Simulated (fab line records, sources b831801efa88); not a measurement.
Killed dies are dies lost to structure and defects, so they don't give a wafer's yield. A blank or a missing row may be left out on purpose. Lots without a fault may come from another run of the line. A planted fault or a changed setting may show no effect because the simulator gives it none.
Which tool did it? | flow gf180mcu | 14 lots, 42 wafers sampled, at 3 steps of a route of 602

WHAT THE GAUGES READ, wafer by wafer
GF_M4_CD_MEAS_14: target cd 280 nm. Usual: cd_nm 279.9 nm, standard deviation 1.1.
lot  | measured     | on        | cd_nm (nm)        | flag
L541 | day 23 08:43 | cd_sem-01 | 280.1 278.0 279.5 |
L543 | day 23 22:22 | cd_sem-01 | 279.2 280.5 280.8 |
L545 | day 24 20:59 | cd_sem-02 | 279.1 278.3 280.1 |
L546 | day 24 23:40 | cd_sem-02 | 279.9 280.9 281.0 |
L554 | day 27 18:07 | cd_sem-01 | 280.6 280.9 280.8 |
L555 | day 27 23:07 | cd_sem-02 | 281.1 280.9 280.5 |
L557 | day 28 13:40 | cd_sem-02 | 279.2 280.6 279.7 |
L558 | day 28 18:22 | cd_sem-01 | 279.6 279.7 279.9 |
L559 | day 29 01:49 | cd_sem-01 | 278.5 279.1 279.2 |
L560 | day 29 11:37 | cd_sem-02 | 279.6 279.6 280.5 |
L561 | day 29 18:28 | cd_sem-02 | 280.7 282.3 281.1 |
L562 | day 30 00:11 | cd_sem-01 | 278.4 279.1 280.8 |
L563 | day 30 08:40 | cd_sem-01 | 281.7 281.0 281.5 |
L564 | day 30 16:17 | cd_sem-01 | 280.5 282.0 280.9 |

GF_V4_THK_MEAS_01. Usual: V4_CVD_00_THK 603 nm, standard deviation 5.5.
lot  | measured     | on            | V4_CVD_00_THK (nm) | flag
L541 | day 23 09:58 | film_metro-03 | 598 594 603        |
L543 | day 23 23:16 | film_metro-02 | 606 610 606        |
L545 | day 24 21:52 | film_metro-02 | 604 601 608        |
L546 | day 25 00:33 | film_metro-03 | 601 605 595        |
L554 | day 27 19:01 | film_metro-02 | 599 596 591        |
L555 | day 28 00:04 | film_metro-03 | 609 598 605        |
L557 | day 28 14:34 | film_metro-03 | 606 604 605        |
L558 | day 28 19:16 | film_metro-02 | 603 599 611        |
L559 | day 29 02:43 | film_metro-02 | 603 599 606        |
L560 | day 29 12:29 | film_metro-04 | 600 592 604        |
L561 | day 29 19:20 | film_metro-04 | 598 610 601        |
L562 | day 30 01:04 | film_metro-02 | 606 600 611        |
L563 | day 30 09:34 | film_metro-02 | 598 614 603        |
L564 | day 30 17:10 | film_metro-02 | 596 592 600        |

WHICH TOOL RAN EACH LOT (tool, then ch and the chambers of the sampled wafers, then the start)
lot  | GF_M4_SPUTTER_02
L541 | pvd_sputter-04, day 22 09:47
L543 | pvd_sputter-03, day 22 23:26
L545 | pvd_sputter-04, day 23 22:36
L546 | pvd_sputter-04, day 24 02:16
L554 | pvd_sputter-04, day 26 22:01
L555 | pvd_sputter-01, day 27 02:41
L557 | pvd_sputter-03, day 27 17:47
L558 | pvd_sputter-04, day 27 23:04
L559 | pvd_sputter-04, day 28 06:38
L560 | pvd_sputter-04, day 28 16:08
L561 | pvd_sputter-04, day 28 23:41
L562 | pvd_sputter-04, day 29 05:37
L563 | pvd_sputter-01, day 29 13:55
L564 | pvd_sputter-01, day 29 21:50
- GF_M4_SPUTTER_02: material AlCu, target thk 450 nm, time 23.9 s.

WHAT THE TOOLS THEMSELVES READ (means of the sampled wafers that have a number; where no wafer has one, the mark that the record gives instead)
GF_M4_SPUTTER_02. Usual: throttle_valve_pct 30.0 %, standard deviation 0.8.
lot  | tool           | throttle_valve_pct (%) | flag
L541 | pvd_sputter-04 | 29.6                   |
L543 | pvd_sputter-03 | 30.4                   |
L545 | pvd_sputter-04 | 29.8                   |
L546 | pvd_sputter-04 | 29.4                   |
L554 | pvd_sputter-04 | 29.6                   |
L555 | pvd_sputter-01 | 30.4                   |
L557 | pvd_sputter-03 | 30.4                   |
L558 | pvd_sputter-04 | 29.7                   |
L559 | pvd_sputter-04 | 29.6                   |
L560 | pvd_sputter-04 | 29.7                   |
L561 | pvd_sputter-04 | 29.9                   |
L562 | pvd_sputter-04 | 29.9                   |
L563 | pvd_sputter-01 | 29.7                   |
L564 | pvd_sputter-01 | 31.3                   |

THE ANSWER, worked out from the rows above alone
Rule: a lot is off if the mean of its wafers that have a number lies more than 3 standard deviations from the usual mean. A lot without any number at a reading at which 4 lots or more have one is off too. The other lots that the step has rows for count as sound. The gauges are gone through in route order, then the tools' own readings, and for those a lot's mean is taken as printed above. The first step at which some lot is off is used, and at that step the reading that is off furthest; a lot without a number counts as furthest.
No lot is off at any reading shown: from this, nothing can be told.

WHAT THE SIMULATOR HAD PUT IN
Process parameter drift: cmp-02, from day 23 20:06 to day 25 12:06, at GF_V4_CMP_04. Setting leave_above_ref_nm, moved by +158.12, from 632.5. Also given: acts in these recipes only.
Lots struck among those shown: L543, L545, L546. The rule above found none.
